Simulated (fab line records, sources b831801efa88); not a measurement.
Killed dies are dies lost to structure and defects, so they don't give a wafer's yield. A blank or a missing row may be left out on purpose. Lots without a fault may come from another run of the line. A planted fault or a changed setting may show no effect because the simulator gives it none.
fab line records | flow sky130
record lots=6 wafers=18 last_day=50
route steps=708 shown LI_CONTACT@383 LOCAL_INTERCONNECT@387
lots that met no fault: from a run of the same line without faults
start_h: hours from the record's first day to the start of the lot's first wafer shown | wait_h: hours since the lot's step before | " the same as in the row above | L1.1+2: a row that stands for several wafers | - no value, or no start given | * or withheld: withheld | < > ~ a bound
route shown NAME@n: a module of which the file shows steps, and the number in the route of the first | usual: mean/standard deviation of fault-free wafers | same: alike in all rows | chamber/n: place in a boat | sites: the reading at each site | _std_site: their standard deviation | _edge_site: outer sites' mean less inner sites' | radius_mm: how far each site lies from the wafer's centre | mask NAME#n: copy n | behind: the tool/chamber that last shaped the wafer | hold: why the lot was held/for how many hours/how that ended | device: the transistor (n, p or np) that didn't switch | end of line: the same wafers' tests at the end of the route | a step without rows: its recipe alone | killed: dies lost to structure and defects at the first sort, not the wafer's yield | map: a wafer's dies, x killed, . not, _ none there
set.NAME: the setting as run; set.NAME@STEP: as run at that earlier step | model.NAME: the simulator's own value behind a step, which no gauge read
lots at some steps of the route; a table a step, a row a wafer
services: from which hour (start_h, from the record's first day; less than 0 if before it) a tool's chamber was out of use, for how many hours, and why
## steps
# step SKY_LI_CONTACT_CVD_21
# recipe material=W target_thk_nm=400 time_s=120.56 temp_c=400 pressure_torr=40
# usual heater_power_w=870/91
# same time_s=120.56
# columns lot.wafer tool chamber start_h wait_h heater_power_w
L319.2 cvd_w-02 1 695.19 0.0 843
L319.5 " 1 " " 843
L319.6 " 0 " " 821
L328.2 cvd_w-01 1 767.47 0.0 1035
L328.3 " 0 " " 809
L328.4 " 1 " " 1027
L332.2 cvd_w-01 0 797.20 0.0 810
L332.3 " 1 " " 1041
L332.6 " 0 " " 793
L333.1 cvd_w-02 1 804.72 0.0 860
L333.2 " 0 " " 789
L333.5 " 1 " " 857
L338.1 cvd_w-02 1 839.87 0.0 843
L338.2 " 0 " " 810
L338.4 " 1 " " 873
L340.2 cvd_w-02 1 853.22 0.0 871
L340.4 " 1 " " 844
L340.6 " 0 " " 800
# step SKY_LI_CONTACT_RS_MEAS_22
# recipe thk_meas_gauge=four-point-probe reads=W_of_LI_CONTACT_CVD_21+TiN_of_LI_CONTACT_SPUTTER_20+Ti_of_LI_CONTACT_SPUTTER_19
# usual LI_CONTACT_W_RS=0.2838/0.0025
# columns lot.wafer tool chamber start_h wait_h LI_CONTACT_W_RS[ohm/sq]
L319.2 film_metro-01 - 695.34 0.1 0.2853
L319.5 " - " " 0.2814
L319.6 " - " " 0.2831
L328.2 film_metro-02 - 767.61 0.1 0.2816
L328.3 " - " " 0.2801
L328.4 " - " " 0.2821
L332.2 film_metro-02 - 797.35 0.1 0.2863
L332.3 " - " " 0.2809
L332.6 " - " " 0.2789
L333.1 film_metro-02 - 804.84 0.1 0.2820
L333.2 " - " " 0.2800
L333.5 " - " " 0.2820
L338.1 film_metro-03 - 839.99 0.1 0.2850
L338.2 " - " " 0.2813
L338.4 " - " " 0.2853
L340.2 film_metro-03 - 853.37 0.1 0.2863
L340.4 " - " " 0.2836
L340.6 " - " " 0.2869
# step SKY_LI_CONTACT_THK_MEAS_23
# recipe thk_meas_gauge=xrf reads=W_of_LI_CONTACT_CVD_21
# usual LI_CONTACT_W_THK=394/7.6
# columns lot.wafer tool chamber start_h wait_h LI_CONTACT_W_THK[nm]
L319.2 film_metro-01 - 695.45 0.1 405
L319.5 " - " " 409
L319.6 " - " " 407
L328.2 film_metro-02 - 767.72 0.1 394
L328.3 " - " " 395
L328.4 " - " " 396
L332.2 film_metro-02 - 797.46 0.1 393
L332.3 " - " " 402
L332.6 " - " " 400
L333.1 film_metro-02 - 804.96 0.1 398
L333.2 " - " " 400
L333.5 " - " " 397
L338.1 film_metro-03 - 840.11 0.1 388
L338.2 " - " " 392
L338.4 " - " " 385
L340.2 film_metro-03 - 853.48 0.1 384
L340.4 " - " " 387
L340.6 " - " " 385
# step SKY_LI_CONTACT_CMP_24
# recipe stop_on=PSG t_overpolish_s=20 down_force_psi=3.5 platen_rpm=60 target_thk_nm=0 pad_velocity_m_s=0.94248
# usual motor_current_A=11.0/0.82 overpolish_run_s=20.001/0.0079 time_to_endpoint_s=97/3.1
# columns lot.wafer tool chamber start_h wait_h motor_current_A overpolish_run_s time_to_endpoint_s
L319.2 cmp-02 1 695.65 0.2 12.1 20.001 99
L319.6 " 2 " " 10.4 19.990 97
L319.5 " 3 " " 11.1 20.001 102
L328.4 cmp-02 3 767.77 0.0 11.0 20.005 99
L328.2 " 0 " " 9.9 20.000 99
L328.3 " 1 " " 12.6 20.000 98
L332.3 cmp-02 2 797.61 0.1 11.3 20.016 97
L332.2 " 3 " " 10.5 19.999 96
L332.6 " 0 " " 10.4 20.003 102
L333.2 cmp-02 3 805.02 0.0 11.4 20.001 100
L333.1 " 0 " " 11.1 20.013 100
L333.5 " 0 " " 11.1 19.995 100
L338.1 cmp-02 0 840.17 0.1 10.6 19.995 100
L338.4 " 1 " " 12.0 20.014 97
L338.2 " 2 " " 10.4 19.994 95
L340.4 cmp-01 0 853.53 0.0 11.7 19.988 89
L340.2 " 2 " " 10.1 19.988 89
L340.6 " 1 " " 10.2 20.008 89
# step SKY_LOCAL_INTERCONNECT_SPUTTER_00
# recipe material=TiN target_thk_nm=100 temp_c=300 power_w=6316 time_s=83.3 chamber_pressure_pa=0.4
# usual throttle_valve_pct=30.0/1.2
# same time_s=83.3
# columns lot.wafer tool chamber start_h wait_h throttle_valve_pct
L319.2 pvd_sputter-01 - 695.80 0.1 31.3
L319.5 " - " " 28.4
L319.6 " - " " 30.8
L328.2 pvd_sputter-02 - 768.07 0.2 31.5
L328.3 " - " " 28.6
L328.4 " - " " 31.7
L332.2 pvd_sputter-04 - 797.81 0.1 30.3
L332.3 " - " " 28.2
L332.6 " - " " 30.4
L333.1 pvd_sputter-01 - 805.32 0.2 30.5
L333.2 " - " " 29.0
L333.5 " - " " 31.0
L338.1 pvd_sputter-02 - 840.47 0.2 31.3
L338.2 " - " " 29.1
L338.4 " - " " 29.4
L340.2 pvd_sputter-02 - 853.83 0.1 29.2
L340.4 " - " " 31.6
L340.6 " - " " 28.4
# step SKY_LOCAL_INTERCONNECT_RS_MEAS_01
# recipe thk_meas_gauge=four-point-probe reads=TiN_of_LOCAL_INTERCONNECT_SPUTTER_00
# usual LOCAL_INTERCONNECT_TIN_RS=14.59/0.13
# columns lot.wafer tool chamber start_h wait_h LOCAL_INTERCONNECT_TIN_RS[ohm/sq]
L319.2 film_metro-02 - 695.88 0.1 14.63
L319.5 " - " " 14.55
L319.6 " - " " 14.63
L328.2 film_metro-04 - 768.15 0.1 14.47
L328.3 " - " " 14.40
L328.4 " - " " 14.41
L332.2 film_metro-02 - 797.89 0.1 14.44
L332.3 " - " " 14.61
L332.6 " - " " 14.45
L333.1 film_metro-04 - 805.38 0.0 14.61
L333.2 " - " " 14.76
L333.5 " - " " 14.73
L338.1 film_metro-01 - 840.53 0.0 14.47
L338.2 " - " " 14.30
L338.4 " - " " 14.39
L340.2 film_metro-04 - 853.91 0.1 14.39
L340.4 " - " " 14.52
L340.6 " - " " 14.46
# step SKY_LOCAL_INTERCONNECT_THK_MEAS_02
# recipe thk_meas_gauge=xrf reads=TiN_of_LOCAL_INTERCONNECT_SPUTTER_00
# usual LOCAL_INTERCONNECT_TIN_THK=97.6/1.1
# columns lot.wafer tool chamber start_h wait_h LOCAL_INTERCONNECT_TIN_THK[nm]
L319.2 film_metro-02 - 695.99 0.1 97.2
L319.5 " - " " 97.7
L319.6 " - " " 97.3
L328.2 film_metro-04 - 768.26 0.1 99.5
L328.3 " - " " 99.9
L328.4 " - " " 99.8
L332.2 film_metro-02 - 798.00 0.1 97.8
L332.3 " - " " 97.6
L332.6 " - " " 97.9
L333.1 film_metro-04 - 805.50 0.1 98.3
L333.2 " - " " 96.9
L333.5 " - " " 97.3
L338.1 film_metro-01 - 840.65 0.1 97.9
L338.2 " - " " 99.1
L338.4 " - " " 98.6
L340.2 film_metro-04 - 854.02 0.1 99.3
L340.4 " - " " 98.9
L340.6 " - " " 98.4
# step SKY_LOCAL_INTERCONNECT_DEHYDRATE_03
# recipe temp_c=200 time_s=60
# step SKY_LOCAL_INTERCONNECT_HMDS_04
# recipe prime_time_s=60 prime_temp_c=120
# step SKY_LOCAL_INTERCONNECT_COAT_05
# recipe resist=BARC temp_c=withheld time_s=withheld spin_rpm=3000 resist_thk_nm=60
# step SKY_LOCAL_INTERCONNECT_COAT_06
# recipe resist=KrF-thick spin_rpm=3000 resist_thk_nm=450
# step SKY_LOCAL_INTERCONNECT_SOFTBAKE_07
# recipe temp_c=100 time_s=90 resist=KrF-thick
# step SKY_LOCAL_INTERCONNECT_EXPOSE_08
# recipe mask_id=LI1M na=0.8 source_shape=annular sigma_inner=0.55 sigma_outer=0.85 target_cd_nm=170 dose_mj=28
# usual exposure_dose_mJ_cm2=28.003/0.027 focus_offset_nm=0.0/0.61
# columns lot.wafer tool chamber start_h wait_h mask exposure_dose_mJ_cm2 focus_offset_nm
L319.2 krf_scanner-02 0 709.35 - LI1M#0 28.001 -0.4
L319.5 " 0 " " LI1M#0 27.966 -0.4
L319.6 " 0 " " LI1M#0 28.006 -1.1
L328.2 krf_scanner-01 0 782.23 - LI1M#0 27.977 0.0
L328.3 " 0 " " LI1M#0 27.994 -0.3
L328.4 " 0 " " LI1M#0 28.012 1.2
L332.2 krf_scanner-02 - 811.71 - LI1M#0 - -
L332.3 " - " " LI1M#0 - -
L332.6 " - " " LI1M#0 - -
L333.1 krf_scanner-02 - 819.17 - LI1M#0 - -
L333.2 " - " " LI1M#0 - -
L333.5 " - " " LI1M#0 - -
L338.1 krf_scanner-01 0 853.93 - LI1M#0 27.977 -0.1
L338.2 " 0 " " LI1M#0 27.999 -0.4
L338.4 " 0 " " LI1M#0 28.000 0.9
L340.2 krf_scanner-01 0 867.75 - LI1M#0 27.992 -0.1
L340.4 " 0 " " LI1M#0 27.992 0.5
L340.6 " 0 " " LI1M#0 27.968 0.0
# step SKY_LOCAL_INTERCONNECT_PEB_09
# recipe peb_temp_c=withheld peb_time_s=withheld resist=KrF-thick
## services
# columns tool chamber start_h hours kind
pvd_sputter-01 - 671.48 8.3 repair
krf_scanner-02 - 680.24 1.8 repair
cmp-01 - 684.78 0.5 repair
krf_scanner-01 - 702.61 0.8 pm
krf_scanner-02 - 703.36 1.0 pm
krf_scanner-01 - 704.89 1.0 pm
cmp-02 - 706.80 4.2 repair
krf_scanner-02 - 711.32 0.8 pm
krf_scanner-02 - 713.13 1.3 pm
cvd_w-01 0 715.04 3.9 repair
cmp-01 - 723.94 0.3 repair
cvd_w-01 - 739.02 0.3 repair
krf_scanner-01 - 739.11 4.4 pm
krf_scanner-01 - 743.84 1.3 pm
cmp-02 - 744.03 4.0 pm
krf_scanner-01 - 755.77 0.8 pm
cvd_w-01 1 769.54 10.9 repair
krf_scanner-02 - 805.53 4.4 pm
krf_scanner-01 - 810.00 4.0 pm
krf_scanner-02 - 814.02 3.6 pm
cmp-02 - 818.41 2.4 repair
cmp-02 - 820.82 7.1 pm
krf_scanner-02 - 865.21 7.2 pm
cvd_w-01 - 865.53 6.0 pm
## key
first_sign step=SKY_LOCAL_INTERCONNECT_EXPOSE_08 reading=tool_record direction=missing
effect none on later readings
met_at SKY_LOCAL_INTERCONNECT_EXPOSE_08
struck_wafers L332.2,L332.3,L332.6,L333.1,L333.2,L333.5
later_rows_left_out L332.2,L332.3,L332.6,L333.1,L333.2,L333.5
sort_left_out L332.2,L332.3,L332.6,L333.1,L333.2,L333.5
tester_left_out L332,L333
onset_between 709.35 811.71
fault kind=skipped_step_whole tool=krf_scanner-02 chamber=- onset_h=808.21 steps=SKY_LOCAL_INTERCONNECT_EXPOSE_08 scope=struck_lots_only
# tester_left_out: of these lots the tester's yield and bins aren't shown, on N5 and GAA mostly nor the transistor test; their killed dies are dies lost to structure and defects alone, not to doping, threshold or leakage, so they don't give the yield
# sort_left_out: the simulated sort isn't trusted on such a fault, so these wafers' sort isn't shown, and their yield isn't known
# later_rows_left_out: the simulator's readings of these wafers behind a module that went badly wrong aren't trusted and aren't shown, but for the sort
